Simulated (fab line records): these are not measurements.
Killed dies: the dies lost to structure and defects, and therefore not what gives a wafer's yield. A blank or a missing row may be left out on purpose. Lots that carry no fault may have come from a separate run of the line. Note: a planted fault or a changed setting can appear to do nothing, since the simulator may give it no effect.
What tool caused it? / flow gf180mcu / 14 lots with 42 wafers sampled at 3 steps, on a route of 602 steps

== WHAT EACH GAUGE READ, for each wafer ==
GF_CONTACT_THK_MEAS_01. Usual: for CONTACT_CVD_00_THK the level is 300 nm and the standard deviation is 3.1.
lot=L178; measured=day 15 01:30; on=film_metro-04; CONTACT_CVD_00_THK (nm)=308 303 304; flag=
lot=L179; measured=day 15 10:08; on=film_metro-03; CONTACT_CVD_00_THK (nm)=308 304 304; flag=
lot=L181; measured=day 16 08:29; on=film_metro-04; CONTACT_CVD_00_THK (nm)=300 295 300; flag=
lot=L183; measured=day 17 00:14; on=film_metro-04; CONTACT_CVD_00_THK (nm)=301 301 296; flag=
lot=L184; measured=day 17 04:16; on=film_metro-04; CONTACT_CVD_00_THK (nm)=296 302 299; flag=
lot=L186; measured=day 18 08:59; on=film_metro-03; CONTACT_CVD_00_THK (nm)=301 300 298; flag=
lot=L187; measured=day 18 12:40; on=film_metro-03; CONTACT_CVD_00_THK (nm)=299 299 296; flag=
lot=L189; measured=day 19 09:28; on=film_metro-01; CONTACT_CVD_00_THK (nm)=298 300 297; flag=
lot=L190; measured=day 19 13:28; on=film_metro-01; CONTACT_CVD_00_THK (nm)=304 299 299; flag=
lot=L191; measured=day 20 04:58; on=film_metro-03; CONTACT_CVD_00_THK (nm)=293 296 294; flag=
lot=L200; measured=day 22 21:08; on=film_metro-01; CONTACT_CVD_00_THK (nm)=299 303 302; flag=

== EACH LOT AND THE TOOL THAT RAN IT (in order: tool; ch and the chambers of the sampled wafers; start) ==
lot=L178; GF_HV_LDD_RTA_52=rtp_anneal-02 ch 0, day 12 08:14; GF_HV_LDD_ETCHBACK_58=rie_diel-03 ch 2,3, day 12 11:03
lot=L179; GF_HV_LDD_RTA_52=rtp_anneal-02 ch 0, day 12 15:34; GF_HV_LDD_ETCHBACK_58=rie_diel-03 ch 0,1,2, day 12 18:20
lot=L181; GF_HV_LDD_RTA_52=rtp_anneal-01 ch 0, day 13 10:15; GF_HV_LDD_ETCHBACK_58=rie_diel-02 ch 1,3, day 13 13:52
lot=L183; GF_HV_LDD_RTA_52=rtp_anneal-02 ch 0, day 14 03:20; GF_HV_LDD_ETCHBACK_58=rie_diel-03 ch 0,2,3, day 14 06:05
lot=L184; GF_HV_LDD_RTA_52=rtp_anneal-01 ch 0, day 14 05:46; GF_HV_LDD_ETCHBACK_58=rie_diel-03 ch 0,3, day 14 08:35
lot=L186; GF_HV_LDD_RTA_52=rtp_anneal-02 ch 0, day 15 09:12; GF_HV_LDD_ETCHBACK_58=rie_diel-01 ch 0,1,3, day 15 11:56
lot=L187; GF_HV_LDD_RTA_52=rtp_anneal-02 ch 0, day 15 10:10; GF_HV_LDD_ETCHBACK_58=rie_diel-02 ch 0,3, day 15 14:11
lot=L189; GF_HV_LDD_RTA_52=rtp_anneal-02 ch 0, day 16 08:23; GF_HV_LDD_ETCHBACK_58=rie_diel-01 ch 0,3, day 16 11:10
lot=L190; GF_HV_LDD_RTA_52=rtp_anneal-01 ch 0, day 16 11:37; GF_HV_LDD_ETCHBACK_58=rie_diel-01 ch 0,3, day 16 14:22
lot=L191; GF_HV_LDD_RTA_52=rtp_anneal-01 ch 0, day 17 01:50; GF_HV_LDD_ETCHBACK_58=rie_diel-03 ch 1,3, day 17 04:35
lot=L197; GF_HV_LDD_RTA_52=rtp_anneal-02 ch 0, day 18 17:13; GF_HV_LDD_ETCHBACK_58=rie_diel-03 ch 0,1,3, day 18 19:58
lot=L198; GF_HV_LDD_RTA_52=rtp_anneal-02 ch 0, day 18 23:38; GF_HV_LDD_ETCHBACK_58=rie_diel-03 ch 1,2,3, day 19 05:24
lot=L199; GF_HV_LDD_RTA_52=rtp_anneal-01 ch 0, day 19 04:59; GF_HV_LDD_ETCHBACK_58=rie_diel-03 ch 0,1,3, day 19 07:55
lot=L200; GF_HV_LDD_RTA_52=rtp_anneal-01 ch 0, day 19 17:40; GF_HV_LDD_ETCHBACK_58=rie_diel-02 ch 1,2, day 19 20:23
- GF_HV_LDD_RTA_52: time 10 s.
- GF_HV_LDD_ETCHBACK_58: etches Si3N4 in CH3F/O2, stops on SiO2, time 100 s, target depth 90 nm.

== WHAT THE TOOLS THEMSELVES READ (means of the sampled wafers that have a number; where no wafer has one, the mark that the record gives instead) ==
GF_HV_LDD_RTA_52. Usual: lamp_power_pct 32 %, standard deviation 5; wafer_temp_C_max 1004.0, standard deviation 0.89.
lot=L178; tool=rtp_anneal-02; lamp_power_pct (%)=36; wafer_temp_C_max=1003.7; flag=
lot=L179; tool=rtp_anneal-02; lamp_power_pct (%)=36; wafer_temp_C_max=1004.6; flag=
lot=L181; tool=rtp_anneal-01; lamp_power_pct (%)=26; wafer_temp_C_max=1003.9; flag=
lot=L183; tool=rtp_anneal-02; lamp_power_pct (%)=36; wafer_temp_C_max=1004.6; flag=
lot=L184; tool=rtp_anneal-01; lamp_power_pct (%)=26; wafer_temp_C_max=1003.2; flag=
lot=L186; tool=rtp_anneal-02; lamp_power_pct (%)=36; wafer_temp_C_max=1004.5; flag=
lot=L187; tool=rtp_anneal-02; lamp_power_pct (%)=36; wafer_temp_C_max=1004.0; flag=
lot=L189; tool=rtp_anneal-02; lamp_power_pct (%)=36; wafer_temp_C_max=1005.3; flag=
lot=L190; tool=rtp_anneal-01; lamp_power_pct (%)=26; wafer_temp_C_max=1004.9; flag=
lot=L191; tool=rtp_anneal-01; lamp_power_pct (%)=26; wafer_temp_C_max=1003.7; flag=
lot=L197; tool=rtp_anneal-02; lamp_power_pct (%)=36; wafer_temp_C_max=1004.3; flag=
lot=L198; tool=rtp_anneal-02; lamp_power_pct (%)=36; wafer_temp_C_max=1004.3; flag=
lot=L199; tool=rtp_anneal-01; lamp_power_pct (%)=26; wafer_temp_C_max=1002.9; flag=
lot=L200; tool=rtp_anneal-01; lamp_power_pct (%)=26; wafer_temp_C_max=1004.3; flag=

GF_HV_LDD_ETCHBACK_58. Usual: O2_flow_sccm 30.01 sccm, standard deviation 0.082; bias_w 80.00 W, standard deviation 0.23; chamber_pressure_mTorr 25.001 mTorr, standard deviation 0.028; drypump_motor_current_A 5.9 A, standard deviation 0.56; oes_product_au 0.840 a.u., standard deviation 0.007; throttle_valve_pct 10.561 %, standard deviation 0.0091.
lot=L178; tool=rie_diel-03; O2_flow_sccm (sccm)=30.09; bias_w (W)=80.09; chamber_pressure_mTorr (mTorr)=24.975; drypump_motor_current_A (A)=5.8; oes_product_au (a.u.)=0.837; throttle_valve_pct (%)=10.560; flag=
lot=L179; tool=rie_diel-03; O2_flow_sccm (sccm)=30.01; bias_w (W)=79.92; chamber_pressure_mTorr (mTorr)=24.987; drypump_motor_current_A (A)=5.8; oes_product_au (a.u.)=0.835; throttle_valve_pct (%)=10.557; flag=
lot=L181; tool=rie_diel-02; O2_flow_sccm (sccm)=29.93; bias_w (W)=80.09; chamber_pressure_mTorr (mTorr)=25.012; drypump_motor_current_A (A)=5.8; oes_product_au (a.u.)=0.836; throttle_valve_pct (%)=10.563; flag=
lot=L183; tool=rie_diel-03; O2_flow_sccm (sccm)=29.93; bias_w (W)=79.99; chamber_pressure_mTorr (mTorr)=25.010; drypump_motor_current_A (A)=6.1; oes_product_au (a.u.)=0.842; throttle_valve_pct (%)=10.559; flag=
lot=L184; tool=rie_diel-03; O2_flow_sccm (sccm)=30.02; bias_w (W)=80.10; chamber_pressure_mTorr (mTorr)=24.986; drypump_motor_current_A (A)=6.6; oes_product_au (a.u.)=0.836; throttle_valve_pct (%)=10.562; flag=
lot=L186; tool=rie_diel-01; O2_flow_sccm (sccm)=30.03; bias_w (W)=79.88; chamber_pressure_mTorr (mTorr)=24.996; drypump_motor_current_A (A)=6.5; oes_product_au (a.u.)=0.845; throttle_valve_pct (%)=10.572; flag=
lot=L187; tool=rie_diel-02; O2_flow_sccm (sccm)=29.97; bias_w (W)=79.85; chamber_pressure_mTorr (mTorr)=24.996; drypump_motor_current_A (A)=5.6; oes_product_au (a.u.)=0.838; throttle_valve_pct (%)=10.554; flag=
lot=L189; tool=rie_diel-01; O2_flow_sccm (sccm)=30.02; bias_w (W)=79.90; chamber_pressure_mTorr (mTorr)=25.000; drypump_motor_current_A (A)=6.4; oes_product_au (a.u.)=0.833; throttle_valve_pct (%)=10.557; flag=
lot=L190; tool=rie_diel-01; O2_flow_sccm (sccm)=30.04; bias_w (W)=79.97; chamber_pressure_mTorr (mTorr)=24.983; drypump_motor_current_A (A)=6.4; oes_product_au (a.u.)=0.834; throttle_valve_pct (%)=10.554; flag=
lot=L191; tool=rie_diel-03; O2_flow_sccm (sccm)=30.08; bias_w (W)=79.92; chamber_pressure_mTorr (mTorr)=24.987; drypump_motor_current_A (A)=6.4; oes_product_au (a.u.)=0.840; throttle_valve_pct (%)=10.560; flag=
lot=L197; tool=rie_diel-03; O2_flow_sccm (sccm)=-; bias_w (W)=-; chamber_pressure_mTorr (mTorr)=-; drypump_motor_current_A (A)=-; oes_product_au (a.u.)=-; throttle_valve_pct (%)=-; flag=OFF
lot=L198; tool=rie_diel-03; O2_flow_sccm (sccm)=-; bias_w (W)=-; chamber_pressure_mTorr (mTorr)=-; drypump_motor_current_A (A)=-; oes_product_au (a.u.)=-; throttle_valve_pct (%)=-; flag=OFF
lot=L199; tool=rie_diel-03; O2_flow_sccm (sccm)=-; bias_w (W)=-; chamber_pressure_mTorr (mTorr)=-; drypump_motor_current_A (A)=-; oes_product_au (a.u.)=-; throttle_valve_pct (%)=-; flag=OFF
lot=L200; tool=rie_diel-02; O2_flow_sccm (sccm)=30.09; bias_w (W)=79.88; chamber_pressure_mTorr (mTorr)=24.992; drypump_motor_current_A (A)=5.6; oes_product_au (a.u.)=0.848; throttle_valve_pct (%)=10.568; flag=

== THE ANSWER, worked out from the rows above alone ==
Rule: take the mean of a lot's wafers that have a number; if it is more than 3 standard deviations from the usual mean, the lot is off. A lot without any number at a reading at which 4 lots or more have one is off too. The other lots that the step has rows for count as sound. Order of review: gauges by route order, followed by the tools' own readings, for which a lot's mean as printed above is used. At the first step where some lot is off, the reading lying furthest off is the one used; lots without a number count as furthest.
Off: L197, L198, L199, at GF_HV_LDD_ETCHBACK_58 (O2_flow_sccm). Without a number there: L197, L198, L199.
A tool fits if, at that step or a process step before it, it ran every lot that is off, and no sound lot after the first of them. One fits: GF_HV_LDD_ETCHBACK_58 on rie_diel-03. A fault onset in the window from L191 (day 17 04:35, its last sound lot) to L197 (day 18 19:58, its first lot off) fits.
Blank at GF_HV_LDD_ETCHBACK_58 on the lots that are off, where sound lots have numbers: O2_flow_sccm, bias_w, chamber_pressure_mTorr, drypump_motor_current_A, oes_product_au, throttle_valve_pct.

== WHAT THE SIMULATOR HAD INSERTED ==
Beginning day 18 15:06, the whole step at GF_HV_LDD_ETCHBACK_58 was skipped on rie_diel-03. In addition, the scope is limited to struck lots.
Shown lots that were struck: L197, L198, L199. Same finding as the rule above.
